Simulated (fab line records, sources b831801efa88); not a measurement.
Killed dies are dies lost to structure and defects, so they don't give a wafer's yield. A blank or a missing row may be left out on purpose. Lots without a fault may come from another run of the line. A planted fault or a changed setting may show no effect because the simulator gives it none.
Chamber matching | flow gf180mcu | GF_V5_CMP_26 on cmp-02: 4 sister chambers
The step polishes, stops on SiO2, t overpolish 15 s, target thk 0 nm. 8 wafers are shown with their chamber, then 8 later ones without.

WAFERS WITH THEIR CHAMBER
wafer  | chamber | motor_current_A (A) | time_to_endpoint_s (s)
L525.2 | 1       | 10.3                | 83
L525.3 | 3       | 12.6                | 92
L526.3 | 0       | 10.8                | 85
L526.5 | 3       | 12.1                | 91
L531.1 | 2       | 11.1                | 83
L531.5 | 1       | 10.8                | 84
L531.6 | 0       | 10.9                | 90
L533.1 | 2       | 11.1                | 80

WAFERS WITHOUT THEIR CHAMBER
wafer  | motor_current_A (A) | time_to_endpoint_s (s)
L533.2 | 10.3                | 84
L533.5 | 10.9                | 83
L534.1 | 12.8                | 90
L534.3 | 10.6                | 82
L534.4 | 10.7                | 89
L541.1 | 11.0                | 80
L541.3 | 11.7                | 80
L541.4 | 10.6                | 87

WHICH CHAMBER EACH WENT THROUGH
wafer  | from the rows above          | in truth
L533.2 | can't be placed: 1 or 0      | 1
L533.5 | can't be placed: 2 or 1 or 0 | 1
L534.1 | 3                            | 3
L534.3 | can't be placed: 1 or 2      | 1
L534.4 | can't be placed: 0 or 1      | 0
L541.1 | can't be placed: 2 or 1      | 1
L541.3 | 2                            | 2
L541.4 | can't be placed: 0 or 1      | 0
Placed correctly: 2 of 8. Can't be placed from these rows: 6 (the true chamber is among the candidates in 6). Placed wrongly: 0.
How it was worked out, from the rows above alone: a wafer's distance from a chamber is the root of the sum, over the readings, of the square of ((its reading less the chamber's mean) divided by the reading's scatter). The wafer belongs to the nearest chamber; if the next one is less than 2 further off, it can't be placed. A chamber's mean is the mean of its shown wafers. The scatter: the root of (the sum of the squares of (reading less its chamber's mean) over the shown wafers, divided by (wafers less chambers)).
